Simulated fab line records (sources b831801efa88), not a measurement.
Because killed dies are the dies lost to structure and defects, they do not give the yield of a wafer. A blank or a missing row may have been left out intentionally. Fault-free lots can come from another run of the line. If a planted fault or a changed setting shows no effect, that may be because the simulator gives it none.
Which tool did it?	flow sky130	14 lots with 42 wafers sampled at 5 steps, on a route of 708 steps

## WHAT THE GAUGES SHOWED, per wafer
SKY_VT_ADJUST_HVTP_TW_MEAS_11.
lot	measured	on	VT_ADJUST_HVTP_TW
L172	day 6 12:07	film metro-01	1374 1381 1372
L174	day 6 20:58	film metro-01	1384 1375 1376
L175	day 7 02:07	film metro-04	1361 1355 1363
L176	day 7 08:52	film metro-04	30 30 30
L177	day 7 14:59	film metro-02	30 30 30
L179	day 8 01:58	film metro-04	1356 1362 1367
L184	day 9 11:17	film metro-04	1355 1360 1354
L185	day 9 15:12	film metro-01	1370 1368 1372
L186	day 10 05:42	film metro-02	1356 1350 1354
L188	day 10 15:54	film metro-02	1355 1351 1356
L189	day 10 21:36	film metro-04	1356 1357 1358
L191	day 11 08:22	film metro-01	1361 1374 1375
L192	day 11 16:06	film metro-01	1367 1370 1367
L194	day 12 19:07	film metro-01	1372 1373 1371

SKY_LI_CONTACT_THK_MEAS_01.
lot	measured	on	LI_CONTACT_HDPCVD_THK (nm)
L172	day 28 09:13	film metro-02	956 961 951
L174	day 29 02:17	film metro-01	951 959 954
L175	day 30 10:09	film metro-04	946 945 942
L176	day 30 11:07	film metro-01	950 941 948
L177	day 30 11:15	film metro-04	962 947 954
L179	day 30 18:55	film metro-04	943 944 945
L184	day 32 13:20	film metro-04	937 933 928
L185	day 32 14:58	film metro-02	941 937 944
L186	day 33 11:28	film metro-04	952 944 947
L188	day 34 01:22	film metro-01	946 943 949
L189	day 34 06:37	film metro-02	947 945 945
L191	day 34 14:38	film metro-01	943 936 937
L192	day 34 22:05	film metro-02	938 946 937
L194	day 36 01:50	film metro-04	949 936 940

SKY_LI_CONTACT_BOW_MEAS_03.
lot	measured	on	LI_CONTACT_BOW (um)
L172	day 28 09:36	film metro-01	63 66 49
L174	day 29 02:40	film metro-01	70 47 44
L175	day 30 10:34	film metro-01	56 61 70
L176	day 30 11:31	film metro-04	51 55 51
L177	day 30 11:37	film metro-01	55 65 51
L179	day 30 19:18	film metro-04	56 46 57
L184	day 32 13:43	film metro-04	55 60 49
L185	day 32 15:20	film metro-04	45 63 59
L186	day 33 11:50	film metro-02	56 52 64
L188	day 34 01:44	film metro-04	49 47 44
L189	day 34 06:59	film metro-01	52 60 43
L191	day 34 14:59	film metro-04	42 55 59
L192	day 34 22:27	film metro-04	59 50 52
L194	day 36 02:11	film metro-02	50 51 72

## EACH LOT AND THE TOOL THAT RAN IT (in order: tool; ch and the chambers of the sampled wafers; start)
lot	SKY_NWELL_STRIP_25	SKY_VT_ADJUST_HVTP_STRIP_10
L172	plasma asher-02 ch 0,1, day 5 17:44	plasma asher-04 ch 0,1, day 6 12:01
L174	plasma asher-02 ch 0,1, day 6 03:05	plasma asher-04 ch 0,1, day 6 20:52
L175	plasma asher-02 ch 0,1, day 6 07:42	plasma asher-04 ch 0,1, day 7 02:01
L176	plasma asher-03 ch 0,1, day 6 13:15	plasma asher-01 ch 0,1, day 7 08:46
L177	plasma asher-03 ch 0,1, day 6 19:25	plasma asher-02 ch 0,1, day 7 14:53
L179	plasma asher-02 ch 0,1, day 7 04:33	plasma asher-01 ch 0,1, day 8 01:52
L184	plasma asher-02 ch 1, day 8 12:54	plasma asher-02 ch 0,1, day 9 11:10
L185	plasma asher-03 ch 0, day 8 17:27	plasma asher-01 ch 0,1, day 9 15:05
L186	plasma asher-01 ch 0,1, day 9 07:16	plasma asher-01 ch 0,1, day 10 05:35
L188	plasma asher-03 ch 0, day 9 16:42	plasma asher-04 ch 0,1, day 10 15:47
L189	plasma asher-01 ch 0, day 9 22:45	plasma asher-01 ch 0,1, day 10 21:29
L191	plasma asher-01 ch 0,1, day 10 08:01	plasma asher-04 ch 0,1, day 11 08:16
L192	plasma asher-01 ch 0,1, day 10 15:40	plasma asher-02 ch 0,1, day 11 16:00
L194	plasma asher-01 ch 0,1, day 11 17:27	plasma asher-01 ch 0, day 12 19:01
- SKY_NWELL_STRIP_25: strips in O2/N2.
- SKY_VT_ADJUST_HVTP_STRIP_10: strips in O2/N2.

## WHAT THE TOOLS THEMSELVES READ (means of the sampled wafers that have a number; where no wafer has one, the mark that the record gives instead)
SKY_NWELL_STRIP_25.
lot	tool	chamber pressure mTorr (mTorr)	drypump motor current A (A)	oes product au (a.u.)	strip time to endpoint s (s)
L172	plasma asher-02	1500.4	6.2	0.724	36.99
L174	plasma asher-02	1500.3	6.2	0.721	36.88
L175	plasma asher-02	1499.8	6.2	0.724	36.85
L176	plasma asher-03	-	-	-	-
L177	plasma asher-03	-	-	-	-
L179	plasma asher-02	1499.9	6.2	0.722	37.04
L184	plasma asher-02	1499.5	6.3	0.723	36.87
L185	plasma asher-03	1499.6	5.4	0.720	36.78
L186	plasma asher-01	1499.4	5.8	0.721	36.87
L188	plasma asher-03	1500.3	5.5	0.719	37.00
L189	plasma asher-01	1499.5	6.3	0.718	36.94
L191	plasma asher-01	1500.2	5.8	0.728	36.88
L192	plasma asher-01	1499.6	5.8	0.726	37.04
L194	plasma asher-01	1500.0	5.9	0.722	36.84

SKY_VT_ADJUST_HVTP_STRIP_10.
lot	tool	chamber pressure mTorr (mTorr)	drypump motor current A (A)	oes product au (a.u.)	strip time to endpoint s (s)
L172	plasma asher-04	1497.5	5.3	0.714	14.28
L174	plasma asher-04	1500.1	5.3	0.718	14.30
L175	plasma asher-04	1500.3	5.4	0.722	14.25
L176	plasma asher-01	1500.1	5.8	0.730	58.62
L177	plasma asher-02	1499.3	6.2	0.730	58.86
L179	plasma asher-01	1499.6	5.8	0.718	14.20
L184	plasma asher-02	1499.8	6.2	0.710	14.27
L185	plasma asher-01	1498.4	6.1	0.717	14.34
L186	plasma asher-01	1499.8	5.8	0.718	14.27
L188	plasma asher-04	1500.9	5.3	0.715	14.28
L189	plasma asher-01	1500.5	5.8	0.717	14.26
L191	plasma asher-04	1500.5	5.4	0.717	14.28
L192	plasma asher-02	1499.5	6.2	0.716	14.27
L194	plasma asher-01	1499.4	6.3	0.716	14.27

## THE ANSWER, worked out from the rows above alone
Rule: the lots themselves supply what counts as usual. Put in order of their means at a reading, lots are off if they are a third of the lots or fewer, leave a main group of 4 or more, and stand apart from it by a gap of 3 or more times the standard deviation of the main group's means; of several such gaps the widest counts. The tables above print the reading to a certain number of digits; a main group whose means all agree to those digits is not used. A lot without any number at a reading at which 4 lots or more have one is off too. All remaining lots with rows at the step are treated as sound. First the gauges in route order, then the tools' own readings, where a lot's mean is used as printed above. At the first step where some lot is off, the reading lying furthest off is the one used; lots without a number count as furthest.
Off: at SKY_VT_ADJUST_HVTP_TW_MEAS_11 (VT_ADJUST_HVTP_TW), L176, L177. Mean 1365 and standard deviation 8.3 in the main group.
A tool fits if, at a process step before that reading, it ran every lot that is off, and no sound lot after the first of them. Not tried: the gauges at SKY_VT_ADJUST_HVTP_TW_MEAS_11; whatever is off there is also off at SKY_NWELL_STRIP_25, on other tools, and gauge error can't account for it. No candidate that was tried fits.

## WHAT HAD BEEN PUT IN BY THE SIMULATOR
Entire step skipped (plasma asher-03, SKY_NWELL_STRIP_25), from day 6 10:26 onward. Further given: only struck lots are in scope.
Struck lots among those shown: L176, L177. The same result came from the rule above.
